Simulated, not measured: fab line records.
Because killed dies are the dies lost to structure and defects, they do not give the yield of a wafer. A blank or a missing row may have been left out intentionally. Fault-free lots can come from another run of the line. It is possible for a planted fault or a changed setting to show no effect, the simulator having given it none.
A struck lot beside a sound one + flow sky130 + 15 out of 708 route steps
Sound: these wafers, L400.1, L400.2, L400.3. Struck: wafer L417.2. (L417.1, L417.5 of the same lot were not struck and are left out.) The cause comes at the end.
At each step with rows: each side's tool, then ch and its chambers, then its first start. Under that, the readings that differ: sound wafers + struck wafers + difference of the means + sigmas: that difference in standard deviations of wafers without a fault.
alike: readings with means less than 2 such deviations apart, plus words and numbers identical on both sides. not compared: withheld readings, readings lacking a value on some wafer, bounds such as >300 that could conceal the same value, and numbers that have no deviation in the record and whose values overlap.
Wherever a step has rows on one side only, a row that says differs or no value, or a row with sigmas, the two part there. Non-overlapping numbers with no deviation appear without sigmas and do not part them. A reading that every wafer of one side lacks parts them only if that side has two wafers or more.

first, 4 steps without rows for these wafers: SKY_LDD_P_SOFTBAKE_03 (time 60 s); SKY_LDD_P_EXPOSE_04 (exposes mask PSDM, target cd 380 nm); SKY_LDD_P_PEB_05; SKY_LDD_P_DEVELOP_06 (develop time 60 s).
SKY_LDD_P_CD_MEAS_07: target cd 380 nm.
  sound on cd-sem-02, day 19 06:10; struck on cd-sem-02, day 25 15:32
  alike: cd-nm
SKY_LDD_P_OVL_MEAS_08:
  sound on overlay-02, day 19 06:17; struck on overlay-02, day 25 15:40
  alike: LDD_P_OVL
following that, these wafers have no rows for 1 step: SKY_LDD_P_IMPLANT_09.
SKY_LDD_P_STRIP_10: strips in O2/N2.
  sound on plasma-asher-02 ch 0,1, day 19 06:28; struck on plasma-asher-02 ch 0, day 25 15:51
| reading               | sound             | struck | difference | sigmas |
|-----------------------|-------------------|--------|------------|--------|
| oes-product-au (a.u.) | 0.712 0.717 0.706 | 0.722  | +0.010     | +2     |
  alike: drypump-motor-current-A, strip-time-to-endpoint-s
  not compared: rf-hours-counter-h
SKY_LDD_P_TW_MEAS_11:
  sound on film-metro-02, day 19 06:34; struck on film-metro-01, day 25 15:57
  alike: LDD_P_TW
then, 3 steps without rows for these wafers: SKY_LDD_HVN_DEHYDRATE_00 (time 60 s); SKY_LDD_HVN_HMDS_01 (prime time 60 s); SKY_LDD_HVN_COAT_02 (resist thk 300 nm).
SKY_LDD_HVN_SOFTBAKE_03: time 60 s.
  sound on litho-track-04 ch 0, day 19 21:52; struck on litho-track-04 ch 0, day 26 06:49
| reading                  | sound             | struck | difference | sigmas |
|--------------------------|-------------------|--------|------------|--------|
| heater-power-total-W (W) | 56.68 56.58 56.56 | 57.62  | +1.01      | +21    |
| run-length-s (s)         | 89.16 89.14 89.46 | 86.76  | -2.49      | -14    |
then, 1 step without rows for these wafers: SKY_LDD_HVN_EXPOSE_04 (exposes mask HVNTM, target cd 700 nm).
-- a jump in the record: the struck wafers' starts before and after are 24 days apart (it breaks off in module LDD_HVN and resumes in module PAD_OPEN, where the first step shown is number 708 of the route) --
SKY_PAD_OPEN_PROBE_99:
  sound on prober-01, day 45 20:16; struck on prober-02, day 49 22:22
  alike: killed_at_M0_to_M3, killed_at_M4_up, killed-at-contacts, killed-at-front-end, killed-at-other, killed-dies, killed-open, killed-short

WHERE THEY PART
At SKY_LDD_P_STRIP_10 first; at SKY_LDD_HVN_SOFTBAKE_03 last (within this record only). Later steps at which nothing parts them and some readings are alike: SKY_PAD_OPEN_PROBE_99.

WHY: what had been put in by the simulator
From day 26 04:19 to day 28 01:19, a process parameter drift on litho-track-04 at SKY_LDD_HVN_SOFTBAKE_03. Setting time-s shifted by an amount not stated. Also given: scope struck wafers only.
